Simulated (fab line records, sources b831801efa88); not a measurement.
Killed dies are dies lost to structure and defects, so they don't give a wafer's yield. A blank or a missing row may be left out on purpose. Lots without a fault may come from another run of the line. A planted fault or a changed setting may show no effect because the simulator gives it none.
Problem report in the 8D (eight disciplines) form, filled by code | flow gf180mcu | the parts of the form that need people (team, actions taken, sign-off) are left out

1. THE PROBLEM
cathode_dc_power_W at GF_TOP_METAL_SPUTTER_04 reads a mean of 6774.0 W on 1 wafer of 1 lot; wafers without a fault read 6500.0 W with a standard deviation of 1.2. That is +99 or more standard deviations from the usual mean.
The step: material TiN, target thk 25 nm, time 20.8 s.
First seen on wafer L401.3, day 33 05:25, on pvd_sputter-03. The record holds 36 wafers of 12 lots with a number at this step. Rule for "out", or "out of limits": more than 4 standard deviations from the usual mean. The other wafers with a number count as sound.

2. WHAT IT IS AND WHAT IT IS NOT
question                    | is                 | is not
which readings at this step | cathode_dc_power_W | throttle_valve_pct
which lots                  | L401               | L380, L381, L384, L386, L387, L388, L389, L390, L391, L394, L400
which wafers of those lots  | L401.3             | L401.1, L401.4
read on which tools         | pvd_sputter-03     | pvd_sputter-02, pvd_sputter-04
when                        | from day 33 05:25  | up to then (35 sound wafers)

3. SUSPECTS, AND WHAT RULES EACH OUT
Counting: a tool at a process step up to the reading stays a suspect if it ran every lot that is out. Sound lots after the first of them don't rule it out here, since some wafers of a struck lot are sound.
- rie_metal-02 at GF_M5_METAL_ETCH_10 (etches the open film in Cl2/BCl3, stops on SiO2, target depth 750.8 nm, time 125.1 s): kept. It ran the lot that is out, L401 (day 32 09:29); its last sound lot up to then is L387 (day 28 10:50).
- pvd_sputter-03 at GF_TOP_METAL_SPUTTER_02 (material AlCu, target thk 900 nm, time 47.82 s): kept. It ran the lot that is out, L401 (day 33 05:21); its last sound lot up to then is L388 (day 29 15:41).
- pvd_sputter-03 at GF_TOP_METAL_SPUTTER_04 (material TiN, target thk 25 nm, time 20.8 s): kept. It ran the lot that is out, L401 (day 33 05:25); its last sound lot up to then is L388 (day 29 15:44). Its own readings are out on those wafers: cathode_dc_power_W.
Left after counting: rie_metal-02 at GF_M5_METAL_ETCH_10, pvd_sputter-03 at GF_TOP_METAL_SPUTTER_02, pvd_sputter-03 at GF_TOP_METAL_SPUTTER_04.

4. THE CAUSE (what the simulator had put in)
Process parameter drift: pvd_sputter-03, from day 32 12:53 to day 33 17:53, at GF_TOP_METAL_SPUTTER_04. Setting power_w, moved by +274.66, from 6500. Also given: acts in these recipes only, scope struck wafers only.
Counting left 3 suspects, and this tool is among them.

5. THE CHAIN OF EFFECTS, in route order
Each row: a reading whose mean over the struck wafers that have a number lies more than 3 standard deviations from the usual. Only readings for which the record gives a usual standard deviation are gone through. hours: the time from each lot's start at the first step in this table that gives one to its start at this step, as a median over the lots. sigmas: the change in usual standard deviations.
hours | step                    | reading            | usual    | on struck wafers | change | sigmas
0     | GF_TOP_METAL_SPUTTER_04 | cathode_dc_power_W | 6500.0 W | 6774.0           | +274.0 | +99 or more
The process steps in it:
- GF_TOP_METAL_SPUTTER_04: material TiN, target thk 25 nm, time 20.8 s.

6. WHAT WOULD HAVE CAUGHT IT SOONER
In this record the first reading out of limits was taken at day 33 05:25, 17 hours after the fault began at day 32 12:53.
